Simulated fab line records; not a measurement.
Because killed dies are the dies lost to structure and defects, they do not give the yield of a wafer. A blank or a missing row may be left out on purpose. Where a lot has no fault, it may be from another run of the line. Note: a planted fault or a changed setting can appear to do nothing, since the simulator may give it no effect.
Which of the tools did it? | flow sky130 | 13 lots, 39 wafers sampled, at 4 steps of a route of 708

== WHAT EACH GAUGE READ, for each wafer ==
SKY_PAD_OPEN_BOW_MEAS_13.
lot  | measured     | on            | PAD_OPEN_BOW (um)
L720 | day 45 18:25 | film_metro-03 | 44 55 60
L721 | day 46 09:11 | film_metro-03 | 48 41 50
L722 | day 46 13:12 | film_metro-03 | 31 43 52
L723 | day 46 16:24 | film_metro-03 | 39 40 37
L724 | day 46 19:50 | film_metro-01 | 34 45 37
L725 | day 47 05:02 | film_metro-01 | 52 52 39
L726 | day 47 11:55 | film_metro-01 | 61 56 44
L728 | day 47 15:08 | film_metro-04 | 41 51 45
L729 | day 47 22:28 | film_metro-04 | 40 32 37
L732 | day 48 14:56 | film_metro-04 | 38 45 28
L734 | day 49 01:59 | film_metro-03 | 43 39 41
L735 | day 49 04:00 | film_metro-04 | 40 31 33
L739 | day 50 01:02 | film_metro-03 | 57 46 60

== WHICH TOOL RAN EACH LOT (tool, then ch and the chambers of the sampled wafers, then the start) ==
lot  | SKY_METAL2_SPUTTER_02        | SKY_METAL5_SPUTTER_01        | SKY_METAL5_SPUTTER_04
L720 | pvd_sputter-01, day 34 00:38 | pvd_sputter-01, day 42 19:18 | pvd_sputter-01, day 42 19:24
L721 | pvd_sputter-01, day 34 19:06 | pvd_sputter-03, day 43 11:37 | pvd_sputter-03, day 43 11:43
L722 | pvd_sputter-02, day 34 23:59 | pvd_sputter-03, day 43 15:46 | pvd_sputter-03, day 43 15:52
L723 | pvd_sputter-03, day 35 03:30 | pvd_sputter-02, day 43 19:40 | pvd_sputter-02, day 43 19:46
L724 | pvd_sputter-01, day 35 09:38 | pvd_sputter-01, day 43 23:34 | pvd_sputter-01, day 43 23:40
L725 | pvd_sputter-01, day 35 20:34 | pvd_sputter-02, day 44 10:46 | pvd_sputter-02, day 44 10:52
L726 | pvd_sputter-01, day 36 02:12 | pvd_sputter-02, day 44 16:32 | pvd_sputter-02, day 44 16:38
L728 | pvd_sputter-01, day 36 10:27 | pvd_sputter-03, day 44 20:59 | pvd_sputter-03, day 44 21:05
L729 | pvd_sputter-03, day 36 17:08 | pvd_sputter-02, day 45 04:16 | pvd_sputter-02, day 45 04:22
L732 | pvd_sputter-02, day 37 13:39 | pvd_sputter-01, day 46 00:10 | pvd_sputter-01, day 46 00:15
L734 | pvd_sputter-01, day 38 06:30 | pvd_sputter-02, day 46 13:32 | pvd_sputter-02, day 46 13:38
L735 | pvd_sputter-01, day 38 11:39 | pvd_sputter-01, day 46 15:47 | pvd_sputter-01, day 46 15:53
L739 | pvd_sputter-02, day 39 17:20 | pvd_sputter-03, day 47 15:29 | pvd_sputter-03, day 47 15:34
- SKY_METAL2_SPUTTER_02: material AlCu, target thk 250 nm, time 13.3 s.
- SKY_METAL5_SPUTTER_01: material TiN, target thk 20 nm, time 16.7 s.
- SKY_METAL5_SPUTTER_04: material TiN, target thk 70 nm, time 58.3 s.

== AS READ BY THE TOOLS THEMSELVES (means over the sampled wafers that have a number; for cases with no such wafer, the mark the record gives instead) ==
SKY_METAL2_SPUTTER_02.
lot  | tool           | throttle_valve_pct (%)
L720 | pvd_sputter-01 | 30.9
L721 | pvd_sputter-01 | 31.7
L722 | pvd_sputter-02 | 30.1
L723 | pvd_sputter-03 | 30.8
L724 | pvd_sputter-01 | 30.8
L725 | pvd_sputter-01 | 29.5
L726 | pvd_sputter-01 | 30.9
L728 | pvd_sputter-01 | 30.1
L729 | pvd_sputter-03 | 29.6
L732 | pvd_sputter-02 | 29.7
L734 | pvd_sputter-01 | 30.7
L735 | pvd_sputter-01 | 29.7
L739 | pvd_sputter-02 | 29.5

SKY_METAL5_SPUTTER_01.
lot  | tool           | throttle_valve_pct (%)
L720 | pvd_sputter-01 | 30.3
L721 | pvd_sputter-03 | 29.6
L722 | pvd_sputter-03 | 30.0
L723 | pvd_sputter-02 | 29.7
L724 | pvd_sputter-01 | 30.4
L725 | pvd_sputter-02 | 29.8
L726 | pvd_sputter-02 | 30.6
L728 | pvd_sputter-03 | 30.4
L729 | pvd_sputter-02 | 30.1
L732 | pvd_sputter-01 | 30.0
L734 | pvd_sputter-02 | 29.3
L735 | pvd_sputter-01 | 31.0
L739 | pvd_sputter-03 | 29.7

SKY_METAL5_SPUTTER_04.
lot  | tool           | throttle_valve_pct (%)
L720 | pvd_sputter-01 | 30.3
L721 | pvd_sputter-03 | 29.7
L722 | pvd_sputter-03 | 29.9
L723 | pvd_sputter-02 | 29.6
L724 | pvd_sputter-01 | 30.4
L725 | pvd_sputter-02 | 29.7
L726 | pvd_sputter-02 | 30.7
L728 | pvd_sputter-03 | 30.4
L729 | pvd_sputter-02 | 30.2
L732 | pvd_sputter-01 | 30.0
L734 | pvd_sputter-02 | 29.6
L735 | pvd_sputter-01 | 31.3
L739 | pvd_sputter-03 | 29.9

== THE ANSWER, worked out from the rows above alone ==
Rule: usual is defined by the lots themselves. Put in order of their means at a reading, lots are off if they are a third of the lots or fewer, leave a main group of 4 or more, and stand apart from it by a gap of 3 or more times the standard deviation of the main group's means; of several such gaps the widest counts. A main group is skipped when, at the precision printed for the reading in the tables above, its means are all equal. Also off: a lot with no number at a reading for which 4 or more lots have one. Any other lot the step has rows for is counted as sound. The gauges are gone through in route order, then the tools' own readings, and for those a lot's mean is taken as printed above. At the first step where some lot is off, the reading lying furthest off is the one used; lots without a number count as furthest.
None of the lots is off at any reading shown; this tells nothing.

== WHAT HAD BEEN PUT IN BY THE SIMULATOR ==
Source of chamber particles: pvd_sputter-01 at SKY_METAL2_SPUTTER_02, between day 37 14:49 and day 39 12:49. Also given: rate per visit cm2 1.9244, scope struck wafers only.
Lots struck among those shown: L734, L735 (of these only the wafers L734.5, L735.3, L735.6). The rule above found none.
